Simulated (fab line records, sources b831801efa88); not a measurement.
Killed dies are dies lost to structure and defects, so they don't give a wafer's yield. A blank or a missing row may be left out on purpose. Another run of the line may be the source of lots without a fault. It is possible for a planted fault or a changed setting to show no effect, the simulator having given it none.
Which tool is to blame? + flow sky130 + Sampling: 14 lots, 42 wafers, 4 of 708 route steps

WHAT THE GAUGES READ, wafer by wafer
The record lacks any reading of a measuring or inspecting step that a usual standard deviation could be used to judge.

WHAT TOOL EACH LOT RAN ON (gives the tool, then ch and the chambers of the sampled wafers, and finally the start)
| lot  | SKY_POLY_CUT_EXPOSE_05            | SKY_METAL1_METAL_ETCH_19          | SKY_VIA2_ETCH_15                   | SKY_VIA2_CMP_24               |
|------|-----------------------------------|-----------------------------------|------------------------------------|-------------------------------|
| L488 | krf-scanner-02 ch 0, day 24 04:01 | rie-metal-04 ch 0,1, day 33 07:49 | rie-diel-04 ch 0,1,3, day 36 19:44 | cmp-02 ch 0,2,3, day 36 20:46 |
| L489 | krf-scanner-02 ch 0, day 24 09:34 | rie-metal-02 ch 0, day 33 13:46   | rie-diel-04 ch 0,1,3, day 37 01:38 | cmp-01 ch 0,1, day 37 02:41   |
| L492 | krf-scanner-02 ch 0, day 25 12:10 | rie-metal-03 ch 0,1, day 34 13:43 | rie-diel-04 ch 0,3, day 38 00:58   | cmp-02 ch 1,2,3, day 38 02:36 |
| L490 | krf-scanner-02 ch 0, day 25 16:58 | rie-metal-04 ch 0,1, day 34 15:44 | rie-diel-01 ch 0,1, day 38 01:55   | cmp-02 ch 0,1,3, day 38 03:05 |
| L494 | krf-scanner-01 ch 0, day 26 08:42 | rie-metal-02 ch 0, day 35 07:07   | rie-diel-03 ch 0,3, day 38 17:47   | cmp-01 ch 2,3, day 38 18:52   |
| L496 | krf-scanner-01 ch 0, day 26 22:04 | rie-metal-04 ch 0,1, day 35 19:04 | rie-diel-04 ch 1,3, day 39 05:46   | cmp-01 ch 0,3, day 39 06:48   |
| L498 | krf-scanner-01 ch 0, day 27 17:49 | rie-metal-02 ch 0,1, day 36 13:25 | rie-diel-01 ch 0,1, day 39 21:47   | cmp-01 ch 2,3, day 39 22:49   |
| L499 | krf-scanner-01, day 28 04:14      | -                                 | -                                  | -                             |
| L500 | krf-scanner-02, day 28 08:02      | -                                 | -                                  | -                             |
| L501 | krf-scanner-02 ch 0, day 28 12:37 | rie-metal-04 ch 0,1, day 37 05:19 | rie-diel-03 ch 0,3, day 40 15:08   | cmp-02 ch 1,2,3, day 40 16:17 |
| L507 | krf-scanner-01 ch 0, day 30 18:13 | rie-metal-02 ch 0,1, day 39 07:06 | rie-diel-04 ch 2,3, day 42 12:29   | cmp-02 ch 1,2,3, day 42 13:34 |
| L508 | krf-scanner-01 ch 0, day 31 04:21 | rie-metal-03 ch 0,1, day 39 16:43 | rie-diel-04 ch 0,3, day 42 21:17   | cmp-01 ch 0,1,2, day 42 22:25 |
| L509 | krf-scanner-02 ch 0, day 31 10:21 | rie-metal-03 ch 1, day 39 20:55   | rie-diel-01 ch 0,1, day 43 01:31   | cmp-01 ch 0,1, day 43 02:54   |
| L510 | krf-scanner-02 ch 0, day 31 19:03 | rie-metal-03 ch 0,1, day 40 06:39 | rie-diel-01 ch 0,1,3, day 43 11:20 | cmp-01 ch 1,2,3, day 43 12:24 |
- SKY_POLY_CUT_EXPOSE_05: exposes mask NPCM, target cd 270 nm.
- SKY_METAL1_METAL_ETCH_19: etches the open film in Cl2/BCl3, stops on SiO2, target depth 360 nm, time 78 s.
- SKY_VIA2_ETCH_15: etches SiO2 in C4F8/O2/Ar, stops on TiN, target depth 546 nm, time 84 s.
- SKY_VIA2_CMP_24: polishes, stops on SiO2, t overpolish 20 s, target thk 0 nm.

WHAT THE TOOLS THEMSELVES READ (means of the sampled wafers that have a number; where no wafer has one, the mark that the record gives instead)
SKY_POLY_CUT_EXPOSE_05. Usual: exposure-dose-mJ-cm2 32.00, standard deviation 0.03; focus-offset-nm 0.0 nm, standard deviation 0.54.
| lot  | tool           | exposure-dose-mJ-cm2 | focus-offset-nm (nm) | flag |
|------|----------------|----------------------|----------------------|------|
| L488 | krf-scanner-02 | 32.00                | -0.0                 |      |
| L489 | krf-scanner-02 | 32.01                | -0.8                 |      |
| L492 | krf-scanner-02 | 31.99                | 0.0                  |      |
| L490 | krf-scanner-02 | 31.97                | -0.5                 |      |
| L494 | krf-scanner-01 | 32.03                | -0.2                 |      |
| L496 | krf-scanner-01 | 32.01                | 0.4                  |      |
| L498 | krf-scanner-01 | 32.00                | -0.3                 |      |
| L499 | krf-scanner-01 | -                    | -                    | OFF  |
| L500 | krf-scanner-02 | -                    | -                    | OFF  |
| L501 | krf-scanner-02 | 32.01                | 0.0                  |      |
| L507 | krf-scanner-01 | 31.98                | -0.1                 |      |
| L508 | krf-scanner-01 | 32.03                | 0.2                  |      |
| L509 | krf-scanner-02 | 32.00                | 1.0                  |      |
| L510 | krf-scanner-02 | 32.00                | 0.7                  |      |

SKY_METAL1_METAL_ETCH_19. Usual: drypump-motor-current-A 5.3 A, standard deviation 0.39; oes-product-au 0.854 a.u., standard deviation 0.0051; throttle-valve-pct 22.264 %, standard deviation 0.0092.
| lot  | tool         | drypump-motor-current-A (A) | oes-product-au (a.u.) | throttle-valve-pct (%) | flag |
|------|--------------|-----------------------------|-----------------------|------------------------|------|
| L488 | rie-metal-04 | 4.8                         | 0.860                 | 22.268                 |      |
| L489 | rie-metal-02 | 5.3                         | 0.852                 | 22.268                 |      |
| L492 | rie-metal-03 | 5.5                         | 0.854                 | 22.264                 |      |
| L490 | rie-metal-04 | 4.8                         | 0.849                 | 22.280                 |      |
| L494 | rie-metal-02 | 5.3                         | 0.848                 | 22.271                 |      |
| L496 | rie-metal-04 | 4.8                         | 0.851                 | 22.268                 |      |
| L498 | rie-metal-02 | 5.5                         | 0.852                 | 22.260                 |      |
| L501 | rie-metal-04 | 4.8                         | 0.853                 | 22.267                 |      |
| L507 | rie-metal-02 | 5.7                         | 0.849                 | 22.269                 |      |
| L508 | rie-metal-03 | 5.6                         | 0.854                 | 22.268                 |      |
| L509 | rie-metal-03 | 5.7                         | 0.852                 | 22.257                 |      |
| L510 | rie-metal-03 | 5.5                         | 0.857                 | 22.272                 |      |

SKY_VIA2_ETCH_15. Usual: oes-product-au at 0.940 a.u., with a standard deviation of 0.005.
| lot  | tool        | oes-product-au (a.u.) | flag |
|------|-------------|-----------------------|------|
| L488 | rie-diel-04 | 0.945                 |      |
| L489 | rie-diel-04 | 0.937                 |      |
| L492 | rie-diel-04 | 0.941                 |      |
| L490 | rie-diel-01 | 0.936                 |      |
| L494 | rie-diel-03 | 0.947                 |      |
| L496 | rie-diel-04 | 0.939                 |      |
| L498 | rie-diel-01 | 0.938                 |      |
| L501 | rie-diel-03 | 0.940                 |      |
| L507 | rie-diel-04 | 0.939                 |      |
| L508 | rie-diel-04 | 0.936                 |      |
| L509 | rie-diel-01 | 0.936                 |      |
| L510 | rie-diel-01 | 0.942                 |      |

SKY_VIA2_CMP_24. Usual: motor-current-A 11.2 A, standard deviation 0.89; overpolish-run-s 19.999 s, standard deviation 0.0094; retaining-ring-pressure-frac 1.001, standard deviation 0.0051; time-to-endpoint-s 104 s, standard deviation 3.8.
| lot  | tool   | motor-current-A (A) | overpolish-run-s (s) | retaining-ring-pressure-frac | time-to-endpoint-s (s) | flag |
|------|--------|---------------------|----------------------|------------------------------|------------------------|------|
| L488 | cmp-02 | 11.2                | 20.000               | 0.997                        | 110                    |      |
| L489 | cmp-01 | 10.8                | 20.000               | 1.003                        | 102                    |      |
| L492 | cmp-02 | 10.3                | 19.998               | 0.999                        | 105                    |      |
| L490 | cmp-02 | 11.6                | 19.998               | 1.000                        | 106                    |      |
| L494 | cmp-01 | 11.2                | 19.992               | 0.993                        | 105                    |      |
| L496 | cmp-01 | 10.8                | 19.999               | 1.007                        | 104                    |      |
| L498 | cmp-01 | 11.9                | 19.994               | 1.000                        | 102                    |      |
| L501 | cmp-02 | 10.5                | 20.008               | 1.002                        | 105                    |      |
| L507 | cmp-02 | 10.4                | 19.998               | 1.002                        | 103                    |      |
| L508 | cmp-01 | 11.5                | 20.005               | 0.999                        | 103                    |      |
| L509 | cmp-01 | 10.8                | 19.995               | 1.005                        | 109                    |      |
| L510 | cmp-01 | 11.3                | 19.996               | 1.003                        | 104                    |      |

THE ANSWER, worked out from the rows above alone
Rule: a lot is off if the mean of its wafers that have a number lies more than 3 standard deviations from the usual mean. A lot without any number at a reading at which 4 lots or more have one is off too. Any other lot the step has rows for is counted as sound. First the gauges in route order, then the tools' own readings, where a lot's mean is used as printed above. At the first step where some lot is off, the reading lying furthest off is the one used; lots without a number count as furthest.
Off, at SKY_POLY_CUT_EXPOSE_05 on exposure-dose-mJ-cm2: L499, L500. Without a number there: L499, L500.
If a tool, at that step or one of the process steps before it, ran each lot that is off and ran no sound lot following the first of them, it fits. None of those tried fits.

WHAT THE SIMULATOR HAD INSERTED
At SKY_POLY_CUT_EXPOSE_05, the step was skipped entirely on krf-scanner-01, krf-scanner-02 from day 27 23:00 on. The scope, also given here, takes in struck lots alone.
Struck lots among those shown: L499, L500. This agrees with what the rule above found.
